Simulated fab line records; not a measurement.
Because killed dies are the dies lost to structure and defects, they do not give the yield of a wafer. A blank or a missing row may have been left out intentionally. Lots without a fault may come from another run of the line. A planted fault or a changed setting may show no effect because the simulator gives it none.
Which of the tools did it? || flow gf180mcu || Sampling: 13 lots, 39 wafers, 5 of 602 route steps

## WHAT THE GAUGES READ, wafer by wafer
GF_MVSD_OVL_MEAS_07.
{"lot": "L642", "measured": "day 4 17:49", "on": "overlay-01", "MVSD_OVL (nm)": "-0.2 -1.2 -1.3"}
{"lot": "L644", "measured": "day 5 04:40", "on": "overlay-01", "MVSD_OVL (nm)": "-2.0 0.2 1.0"}
{"lot": "L645", "measured": "day 5 10:13", "on": "overlay-02", "MVSD_OVL (nm)": "-0.8 -1.6 -1.4"}
{"lot": "L649", "measured": "day 6 10:31", "on": "overlay-01", "MVSD_OVL (nm)": "-0.8 -2.2 -1.7"}
{"lot": "L651", "measured": "day 6 18:52", "on": "overlay-02", "MVSD_OVL (nm)": "-0.1 -2.0 0.4"}
{"lot": "L655", "measured": "day 7 19:49", "on": "overlay-02", "MVSD_OVL (nm)": "-0.5 -2.9 -1.4"}
{"lot": "L656", "measured": "day 8 01:52", "on": "overlay-01", "MVSD_OVL (nm)": "0.3 2.1 -0.2"}
{"lot": "L659", "measured": "day 8 17:07", "on": "overlay-01", "MVSD_OVL (nm)": "0.9 -0.8 -2.0"}
{"lot": "L660", "measured": "day 9 00:01", "on": "overlay-02", "MVSD_OVL (nm)": "-0.1 0.2 1.1"}
{"lot": "L661", "measured": "day 9 07:49", "on": "overlay-02", "MVSD_OVL (nm)": "-2.1 -3.5 -2.7"}
{"lot": "L662", "measured": "day 9 14:13", "on": "overlay-01", "MVSD_OVL (nm)": "-1.8 0.5 0.2"}
{"lot": "L663", "measured": "day 9 17:34", "on": "overlay-02", "MVSD_OVL (nm)": "-1.0 -2.7 -0.9"}
{"lot": "L664", "measured": "day 9 23:37", "on": "overlay-02", "MVSD_OVL (nm)": "0.3 3.3 2.2"}

GF_VT_IMPLANT_OVL_MEAS_40.
{"lot": "L642", "measured": "day 7 21:46", "on": "overlay-01", "VT_IMPLANT_03_OVL (nm)": "0.2 0.8 -0.1"}
{"lot": "L644", "measured": "day 8 10:04", "on": "overlay-02", "VT_IMPLANT_03_OVL (nm)": "0.0 -2.0 -0.8"}
{"lot": "L645", "measured": "day 8 16:24", "on": "overlay-01", "VT_IMPLANT_03_OVL (nm)": "-2.4 -0.1 1.4"}
{"lot": "L649", "measured": "day 9 21:31", "on": "overlay-02", "VT_IMPLANT_03_OVL (nm)": "-1.8 -1.1 1.3"}
{"lot": "L651", "measured": "day 10 06:58", "on": "overlay-02", "VT_IMPLANT_03_OVL (nm)": "-2.2 0.4 -0.9"}
{"lot": "L655", "measured": "day 11 11:28", "on": "overlay-01", "VT_IMPLANT_03_OVL (nm)": "-0.8 1.7 -0.7"}
{"lot": "L656", "measured": "day 11 17:46", "on": "overlay-01", "VT_IMPLANT_03_OVL (nm)": "-2.5 -0.4 -2.0"}
{"lot": "L659", "measured": "day 12 11:43", "on": "overlay-02", "VT_IMPLANT_03_OVL (nm)": "91.0 88.5 90.2"}
{"lot": "L660", "measured": "day 12 19:33", "on": "overlay-02", "VT_IMPLANT_03_OVL (nm)": "90.0 89.2 88.7"}
{"lot": "L661", "measured": "day 13 04:54", "on": "overlay-01", "VT_IMPLANT_03_OVL (nm)": "92.7 92.5 90.6"}
{"lot": "L662", "measured": "day 13 11:07", "on": "overlay-01", "VT_IMPLANT_03_OVL (nm)": "0.9 -0.8 0.1"}
{"lot": "L663", "measured": "day 13 15:19", "on": "overlay-01", "VT_IMPLANT_03_OVL (nm)": "-1.1 -0.4 -0.4"}
{"lot": "L664", "measured": "day 13 22:31", "on": "overlay-02", "VT_IMPLANT_03_OVL (nm)": "-0.7 -1.5 -1.1"}

## TOOL THAT RAN EACH LOT (tool first, then ch and the chambers of the sampled wafers, then the start)
{"lot": "L642", "GF_MVPSD_STRIP_10": "plasma-asher-01 ch 0,1, day 5 08:41", "GF_VT_IMPLANT_STRIP_31": "plasma-asher-03 ch 0,1, day 7 05:33", "GF_VT_IMPLANT_EXPOSE_37": "iline-stepper-01 ch 0, day 7 13:53"}
{"lot": "L644", "GF_MVPSD_STRIP_10": "plasma-asher-03 ch 0,1, day 5 19:59", "GF_VT_IMPLANT_STRIP_31": "plasma-asher-02 ch 0,1, day 7 17:59", "GF_VT_IMPLANT_EXPOSE_37": "iline-stepper-02 ch 0, day 8 01:48"}
{"lot": "L645", "GF_MVPSD_STRIP_10": "plasma-asher-04 ch 0,1, day 6 01:30", "GF_VT_IMPLANT_STRIP_31": "plasma-asher-04 ch 0,1, day 8 00:56", "GF_VT_IMPLANT_EXPOSE_37": "iline-stepper-02 ch 0, day 8 08:42"}
{"lot": "L649", "GF_MVPSD_STRIP_10": "plasma-asher-01 ch 0,1, day 7 02:35", "GF_VT_IMPLANT_STRIP_31": "plasma-asher-02 ch 0,1, day 9 04:02", "GF_VT_IMPLANT_EXPOSE_37": "iline-stepper-02 ch 0, day 9 12:50"}
{"lot": "L651", "GF_MVPSD_STRIP_10": "plasma-asher-03 ch 0,1, day 7 10:30", "GF_VT_IMPLANT_STRIP_31": "plasma-asher-04 ch 1, day 9 13:33", "GF_VT_IMPLANT_EXPOSE_37": "iline-stepper-02 ch 0, day 9 22:44"}
{"lot": "L655", "GF_MVPSD_STRIP_10": "plasma-asher-01 ch 0,1, day 8 12:48", "GF_VT_IMPLANT_STRIP_31": "plasma-asher-02 ch 0,1, day 10 17:50", "GF_VT_IMPLANT_EXPOSE_37": "iline-stepper-01 ch 0, day 11 02:45"}
{"lot": "L656", "GF_MVPSD_STRIP_10": "plasma-asher-01 ch 0,1, day 8 18:51", "GF_VT_IMPLANT_STRIP_31": "plasma-asher-02 ch 0, day 10 23:57", "GF_VT_IMPLANT_EXPOSE_37": "iline-stepper-01 ch 0, day 11 09:02"}
{"lot": "L659", "GF_MVPSD_STRIP_10": "plasma-asher-04 ch 0,1, day 9 11:14", "GF_VT_IMPLANT_STRIP_31": "plasma-asher-03 ch 0,1, day 11 16:23", "GF_VT_IMPLANT_EXPOSE_37": "iline-stepper-02 ch 0, day 12 01:36"}
{"lot": "L660", "GF_MVPSD_STRIP_10": "plasma-asher-03 ch 0,1, day 9 17:59", "GF_VT_IMPLANT_STRIP_31": "plasma-asher-03 ch 0,1, day 12 00:20", "GF_VT_IMPLANT_EXPOSE_37": "iline-stepper-02 ch 0, day 12 10:10"}
{"lot": "L661", "GF_MVPSD_STRIP_10": "plasma-asher-04 ch 1, day 10 02:30", "GF_VT_IMPLANT_STRIP_31": "plasma-asher-03 ch 0,1, day 12 09:42", "GF_VT_IMPLANT_EXPOSE_37": "iline-stepper-02 ch 0, day 12 19:28"}
{"lot": "L662", "GF_MVPSD_STRIP_10": "plasma-asher-04 ch 0,1, day 10 07:47", "GF_VT_IMPLANT_STRIP_31": "plasma-asher-02 ch 0,1, day 12 15:50", "GF_VT_IMPLANT_EXPOSE_37": "iline-stepper-01 ch 0, day 13 01:35"}
{"lot": "L663", "GF_MVPSD_STRIP_10": "plasma-asher-01 ch 0,1, day 10 11:52", "GF_VT_IMPLANT_STRIP_31": "plasma-asher-02 ch 0, day 12 19:56", "GF_VT_IMPLANT_EXPOSE_37": "iline-stepper-01 ch 0, day 13 05:31"}
{"lot": "L664", "GF_MVPSD_STRIP_10": "plasma-asher-04 ch 1, day 10 18:30", "GF_VT_IMPLANT_STRIP_31": "plasma-asher-02 ch 0,1, day 13 02:32", "GF_VT_IMPLANT_EXPOSE_37": "iline-stepper-01 ch 0, day 13 12:01"}
- GF_MVPSD_STRIP_10: strips in O2/N2.
- GF_VT_IMPLANT_STRIP_31: strips in O2/N2.
- GF_VT_IMPLANT_EXPOSE_37: exposes mask Nwell HV AREA, target cd 860 nm.

## WHAT THE TOOLS THEMSELVES READ (means of the sampled wafers that have a number; where no wafer has one, the mark that the record gives instead)
GF_MVPSD_STRIP_10.
{"lot": "L642", "tool": "plasma-asher-01", "drypump-motor-current-A (A)": 6.2, "heater-power-w (W)": 274, "oes-product-au (a.u.)": 0.722, "strip-time-to-endpoint-s (s)": 37.07}
{"lot": "L644", "tool": "plasma-asher-03", "drypump-motor-current-A (A)": 5.1, "heater-power-w (W)": 328, "oes-product-au (a.u.)": 0.719, "strip-time-to-endpoint-s (s)": 36.88}
{"lot": "L645", "tool": "plasma-asher-04", "drypump-motor-current-A (A)": 5.6, "heater-power-w (W)": 320, "oes-product-au (a.u.)": 0.721, "strip-time-to-endpoint-s (s)": 36.97}
{"lot": "L649", "tool": "plasma-asher-01", "drypump-motor-current-A (A)": 6.2, "heater-power-w (W)": 276, "oes-product-au (a.u.)": 0.722, "strip-time-to-endpoint-s (s)": 36.96}
{"lot": "L651", "tool": "plasma-asher-03", "drypump-motor-current-A (A)": 5.1, "heater-power-w (W)": 328, "oes-product-au (a.u.)": 0.718, "strip-time-to-endpoint-s (s)": 36.95}
{"lot": "L655", "tool": "plasma-asher-01", "drypump-motor-current-A (A)": 6.1, "heater-power-w (W)": 276, "oes-product-au (a.u.)": 0.724, "strip-time-to-endpoint-s (s)": 36.72}
{"lot": "L656", "tool": "plasma-asher-01", "drypump-motor-current-A (A)": 6.1, "heater-power-w (W)": 275, "oes-product-au (a.u.)": 0.724, "strip-time-to-endpoint-s (s)": 36.91}
{"lot": "L659", "tool": "plasma-asher-04", "drypump-motor-current-A (A)": 5.6, "heater-power-w (W)": 319, "oes-product-au (a.u.)": 0.726, "strip-time-to-endpoint-s (s)": 37.00}
{"lot": "L660", "tool": "plasma-asher-03", "drypump-motor-current-A (A)": 5.2, "heater-power-w (W)": 330, "oes-product-au (a.u.)": 0.719, "strip-time-to-endpoint-s (s)": 36.75}
{"lot": "L661", "tool": "plasma-asher-04", "drypump-motor-current-A (A)": 5.8, "heater-power-w (W)": 294, "oes-product-au (a.u.)": 0.723, "strip-time-to-endpoint-s (s)": 36.95}
{"lot": "L662", "tool": "plasma-asher-04", "drypump-motor-current-A (A)": 5.4, "heater-power-w (W)": 345, "oes-product-au (a.u.)": 0.725, "strip-time-to-endpoint-s (s)": 36.79}
{"lot": "L663", "tool": "plasma-asher-01", "drypump-motor-current-A (A)": 6.2, "heater-power-w (W)": 272, "oes-product-au (a.u.)": 0.722, "strip-time-to-endpoint-s (s)": 36.82}
{"lot": "L664", "tool": "plasma-asher-04", "drypump-motor-current-A (A)": 5.8, "heater-power-w (W)": 291, "oes-product-au (a.u.)": 0.717, "strip-time-to-endpoint-s (s)": 36.92}

GF_VT_IMPLANT_STRIP_31.
{"lot": "L642", "tool": "plasma-asher-03", "drypump-motor-current-A (A)": 5.1, "heater-power-w (W)": 337, "oes-product-au (a.u.)": 0.717, "strip-time-to-endpoint-s (s)": 12.62}
{"lot": "L644", "tool": "plasma-asher-02", "drypump-motor-current-A (A)": 5.8, "heater-power-w (W)": 338, "oes-product-au (a.u.)": 0.713, "strip-time-to-endpoint-s (s)": 12.59}
{"lot": "L645", "tool": "plasma-asher-04", "drypump-motor-current-A (A)": 5.6, "heater-power-w (W)": 317, "oes-product-au (a.u.)": 0.719, "strip-time-to-endpoint-s (s)": 12.61}
{"lot": "L649", "tool": "plasma-asher-02", "drypump-motor-current-A (A)": 5.8, "heater-power-w (W)": 345, "oes-product-au (a.u.)": 0.713, "strip-time-to-endpoint-s (s)": 12.62}
{"lot": "L651", "tool": "plasma-asher-04", "drypump-motor-current-A (A)": 5.8, "heater-power-w (W)": 293, "oes-product-au (a.u.)": 0.717, "strip-time-to-endpoint-s (s)": 12.63}
{"lot": "L655", "tool": "plasma-asher-02", "drypump-motor-current-A (A)": 6.0, "heater-power-w (W)": 352, "oes-product-au (a.u.)": 0.717, "strip-time-to-endpoint-s (s)": 12.61}
{"lot": "L656", "tool": "plasma-asher-02", "drypump-motor-current-A (A)": 6.1, "heater-power-w (W)": 344, "oes-product-au (a.u.)": 0.718, "strip-time-to-endpoint-s (s)": 12.66}
{"lot": "L659", "tool": "plasma-asher-03", "drypump-motor-current-A (A)": 5.1, "heater-power-w (W)": 333, "oes-product-au (a.u.)": 0.716, "strip-time-to-endpoint-s (s)": 12.64}
{"lot": "L660", "tool": "plasma-asher-03", "drypump-motor-current-A (A)": 5.1, "heater-power-w (W)": 337, "oes-product-au (a.u.)": 0.714, "strip-time-to-endpoint-s (s)": 12.61}
{"lot": "L661", "tool": "plasma-asher-03", "drypump-motor-current-A (A)": 5.2, "heater-power-w (W)": 328, "oes-product-au (a.u.)": 0.714, "strip-time-to-endpoint-s (s)": 12.60}
{"lot": "L662", "tool": "plasma-asher-02", "drypump-motor-current-A (A)": 5.8, "heater-power-w (W)": 339, "oes-product-au (a.u.)": 0.715, "strip-time-to-endpoint-s (s)": 12.62}
{"lot": "L663", "tool": "plasma-asher-02", "drypump-motor-current-A (A)": 6.1, "heater-power-w (W)": 348, "oes-product-au (a.u.)": 0.716, "strip-time-to-endpoint-s (s)": 12.62}
{"lot": "L664", "tool": "plasma-asher-02", "drypump-motor-current-A (A)": 5.9, "heater-power-w (W)": 348, "oes-product-au (a.u.)": 0.711, "strip-time-to-endpoint-s (s)": 12.67}

## THE ANSWER, worked out from the rows above alone
Rule: the usual values come from the lots themselves. The widest of any qualifying gaps counts: lots, ordered by their means at a reading, are off when they make up no more than a third of the lots, leave a main group of 4 or more, and stand apart from it by 3 or more times the standard deviation of that group's means. A main group is skipped when, at the precision printed for the reading in the tables above, its means are all equal. A lot without any number at a reading at which 4 lots or more have one is off too. All remaining lots with rows at the step are treated as sound. After the gauges, taken in route order, come the tools' own readings; for these a lot's mean is taken, as printed above. At the first step where some lot is off, the reading lying furthest off is the one used; lots without a number count as furthest.
Off: L659, L660, L661, at GF_VT_IMPLANT_OVL_MEAS_40 (VT_IMPLANT_03_OVL). The main group has a mean of -0.6 nm with a standard deviation of 0.57.
If a tool, at a process step before that reading, ran all the lots that are off and no sound lot after the first of them, it fits. Those tools and the gauges at GF_VT_IMPLANT_OVL_MEAS_40 are tried in the same way. Can't be told from this: 2 tools fit, plasma-asher-03 at GF_VT_IMPLANT_STRIP_31, iline-stepper-02 at GF_VT_IMPLANT_EXPOSE_37.

## WHAT THE SIMULATOR HAD PUT IN
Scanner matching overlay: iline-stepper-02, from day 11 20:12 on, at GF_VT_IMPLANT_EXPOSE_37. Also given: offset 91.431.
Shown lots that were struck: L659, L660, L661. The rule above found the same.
